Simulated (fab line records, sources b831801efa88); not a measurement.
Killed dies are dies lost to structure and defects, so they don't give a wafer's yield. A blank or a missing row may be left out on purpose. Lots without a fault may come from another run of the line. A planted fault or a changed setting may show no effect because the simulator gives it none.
Which tool did it? | flow gf180mcu | 14 lots, 42 wafers sampled, at 5 steps of a route of 602

WHAT THE GAUGES READ, wafer by wafer
GF_HV_LDD_THK_MEAS_57. Usual: HV_LDD_CVD_56_THK 89.8 nm, standard deviation 0.75.
lot  | measured     | on            | HV_LDD_CVD_56_THK (nm) | flag
L632 | day 12 19:54 | film_metro-01 | 90.0 89.9 90.4         |
L633 | day 12 23:59 | film_metro-02 | 90.1 90.7 90.1         |
L634 | day 13 08:02 | film_metro-02 | 89.2 89.5 89.9         |
L635 | day 13 10:53 | film_metro-03 | 90.8 90.7 91.1         |
L636 | day 14 01:16 | film_metro-02 | 90.8 90.2 90.2         |
L637 | day 14 12:07 | film_metro-01 | 90.0 90.1 90.8         |
L639 | day 15 11:56 | film_metro-02 | 88.8 89.4 89.0         |
L640 | day 15 15:53 | film_metro-02 | 89.5 89.3 89.3         |
L641 | day 16 01:57 | film_metro-01 | 89.5 89.0 88.9         |
L642 | day 16 13:55 | film_metro-01 | 89.7 88.8 89.2         |
L645 | day 17 17:22 | film_metro-03 | 88.8 88.4 88.7         |
L646 | day 18 08:06 | film_metro-01 | 89.6 89.7 89.8         |
L649 | day 18 18:46 | film_metro-03 | 89.6 88.9 89.1         |
L653 | day 20 00:59 | film_metro-02 | 89.5 89.1 89.1         |

GF_NSD_TW_MEAS_12. Usual: NSD_TW 4204, standard deviation 37.
lot  | measured     | on            | NSD_TW         | flag
L632 | day 13 16:13 | film_metro-04 | 4187 4211 4193 |
L633 | day 13 20:19 | film_metro-02 | 4167 4171 4190 |
L634 | day 14 04:34 | film_metro-02 | 4160 4176 4176 |
L635 | day 14 06:58 | film_metro-02 | 4153 4179 4160 |
L636 | day 14 22:43 | film_metro-03 | 4303 4278 4289 |
L637 | day 15 09:05 | film_metro-02 | 4154 4157 4154 |
L639 | day 16 10:19 | film_metro-04 | 4225 4194 4207 |
L640 | day 16 14:25 | film_metro-02 | 4191 4214 4199 |
L641 | day 17 00:46 | film_metro-04 | 4177 4196 4180 |
L642 | day 17 13:07 | film_metro-03 | 4262 4265 4271 |
L645 | day 18 17:49 | film_metro-02 | 4224 4188 4208 |
L646 | day 19 08:16 | film_metro-04 | 4196 4178 4198 |
L649 | day 19 19:31 | film_metro-04 | 4216 4190 4202 |
L653 | day 21 01:22 | film_metro-04 | 4203 4224 4195 |

GF_PSD_RS_MEAS_14: measures by four-point-probe. Usual: NSD_RS 46.13 ohm/sq, standard deviation 0.083.
lot  | measured     | on            | NSD_RS (ohm/sq)                     | flag
L632 | day 14 13:07 | film_metro-02 | 46.07 46.17 46.09                   |
L633 | day 14 17:45 | film_metro-03 | 46.02 45.98 46.01                   |
L634 | day 15 02:10 | film_metro-02 | 46.19 46.06 46.07                   |
L635 | day 15 04:10 | film_metro-04 | 46.27 46.26 46.32                   |
L636 | day 15 20:40 | film_metro-04 | 46.17 46.26 46.22                   |
L637 | day 16 07:17 | film_metro-04 | 46.13 46.18 46.19                   |
L639 | day 17 09:20 | film_metro-02 | 46.18 46.23 46.18                   |
L640 | day 17 13:28 | film_metro-03 | 46.21 46.10 46.15                   |
L641 | day 18 00:28 | film_metro-02 | 46.24 46.17 46.12                   |
L642 | day 18 12:42 | film_metro-03 | 46.11 46.20 46.11                   |
L645 | day 19 18:30 | film_metro-04 | 46.21 46.00 46.22                   |
L646 | day 20 08:54 | film_metro-03 | 50.85 50.72 50.71 50.73 50.76 50.68 | OFF
L649 | day 20 20:39 | film_metro-03 | 50.71 50.69 50.63 50.78 50.75 50.73 | OFF
L653 | day 22 01:37 | film_metro-04 | 46.11 46.07 46.08                   |

GF_SAB_OVL_MEAS_10. Usual: SAB_OVL -0.4 nm, standard deviation 1.6.
lot  | measured     | on         | SAB_OVL (nm)   | flag
L632 | day 15 09:32 | overlay-01 | -0.7 -1.8 -1.1 |
L633 | day 15 14:47 | overlay-01 | -0.1 -0.9 -0.8 |
L634 | day 15 23:23 | overlay-01 | 0.1 0.1 -0.3   |
L635 | day 16 02:10 | overlay-01 | -0.4 -0.5 0.4  |
L636 | day 16 19:02 | overlay-01 | -0.6 1.6 -0.6  |
L637 | day 17 06:17 | overlay-02 | 0.5 0.6 0.6    |
L639 | day 18 08:26 | overlay-02 | -1.6 -1.0 0.2  |
L640 | day 18 12:52 | overlay-01 | -5.2 -1.7 -3.1 |
L641 | day 19 00:11 | overlay-02 | 0.1 -2.5 -1.4  |
L642 | day 19 12:59 | overlay-01 | -1.9 -1.8 -1.4 |
L645 | day 20 19:17 | overlay-02 | -0.4 -0.1 -0.5 |
L653 | day 23 00:25 | overlay-01 | -0.3 0.7 -0.1  |

WHICH TOOL RAN EACH LOT (tool, then ch and the chambers of the sampled wafers, then the start)
lot  | GF_PSD_RTA_13
L632 | rtp_anneal-02 ch 0, day 14 12:59
L633 | rtp_anneal-01 ch 0, day 14 17:40
L634 | rtp_anneal-01 ch 0, day 15 02:05
L635 | rtp_anneal-02 ch 0, day 15 04:05
L636 | rtp_anneal-01 ch 0, day 15 20:35
L637 | rtp_anneal-01 ch 0, day 16 07:12
L639 | rtp_anneal-02 ch 0, day 17 09:14
L640 | rtp_anneal-02 ch 0, day 17 13:23
L641 | rtp_anneal-01 ch 0, day 18 00:22
L642 | rtp_anneal-01 ch 0, day 18 12:37
L645 | rtp_anneal-02 ch 0, day 19 18:25
L646 | rtp_anneal-02 ch 0, day 20 08:49
L649 | rtp_anneal-02 ch 0, day 20 20:34
L653 | rtp_anneal-01 ch 0, day 22 01:32
- GF_PSD_RTA_13: time 20 s.

WHAT THE TOOLS THEMSELVES READ (means of the sampled wafers that have a number; where no wafer has one, the mark that the record gives instead)
GF_PSD_RTA_13. Usual: lamp_power_pct 35.0 %, standard deviation 0.33; wafer_temp_C_max 1028.7, standard deviation 0.79.
lot  | tool          | lamp_power_pct (%) | wafer_temp_C_max | flag
L632 | rtp_anneal-02 | 34.6               | 1028.5           |
L633 | rtp_anneal-01 | 35.3               | 1028.1           |
L634 | rtp_anneal-01 | 35.3               | 1029.4           |
L635 | rtp_anneal-02 | 34.6               | 1027.9           |
L636 | rtp_anneal-01 | 35.3               | 1028.6           |
L637 | rtp_anneal-01 | 35.3               | 1029.1           |
L639 | rtp_anneal-02 | 34.6               | 1028.5           |
L640 | rtp_anneal-02 | 34.6               | 1028.9           |
L641 | rtp_anneal-01 | 35.3               | 1028.5           |
L642 | rtp_anneal-01 | 35.3               | 1029.3           |
L645 | rtp_anneal-02 | 34.6               | 1028.8           |
L646 | rtp_anneal-02 | 31.4               | 991.8            | OFF
L649 | rtp_anneal-02 | 31.4               | 991.1            | OFF
L653 | rtp_anneal-01 | 35.3               | 1029.3           |

THE ANSWER, worked out from the rows above alone
Rule: a lot is off if the mean of its wafers that have a number lies more than 3 standard deviations from the usual mean. A lot without any number at a reading at which 4 lots or more have one is off too. The other lots that the step has rows for count as sound. The gauges are gone through in route order, then the tools' own readings, and for those a lot's mean is taken as printed above. The first step at which some lot is off is used, and at that step the reading that is off furthest; a lot without a number counts as furthest.
Off: L646, L649, at GF_PSD_RS_MEAS_14 (NSD_RS).
A tool fits if, at a process step before that reading, it ran every lot that is off, and no sound lot after the first of them. The gauges at GF_PSD_RS_MEAS_14 aren't tried: what is off there is off at GF_PSD_RTA_13 too, on other tools, and a gauge's error can't cause that. One fits: rtp_anneal-02 at GF_PSD_RTA_13. Its last sound lot is L645 (day 19 18:25), its first lot that is off L646 (day 20 08:49): a fault that began between those two fits.
The tool's own readings at GF_PSD_RTA_13 bear it out: on the lots that are off they differ by more than 5 times the standard deviation of the sound lots' means. lamp_power_pct reads 31.4 % there against 35.0 % on the sound lots; wafer_temp_C_max reads 991.5 there against 1028.7 on the sound lots.

WHAT THE SIMULATOR HAD PUT IN
Process parameter drift: rtp_anneal-02, from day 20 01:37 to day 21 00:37, at GF_PSD_RTA_13. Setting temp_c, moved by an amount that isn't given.
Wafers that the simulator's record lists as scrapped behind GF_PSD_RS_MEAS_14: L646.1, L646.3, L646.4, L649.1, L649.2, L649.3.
Lots struck among those shown: L646, L649. The rule above found the same.
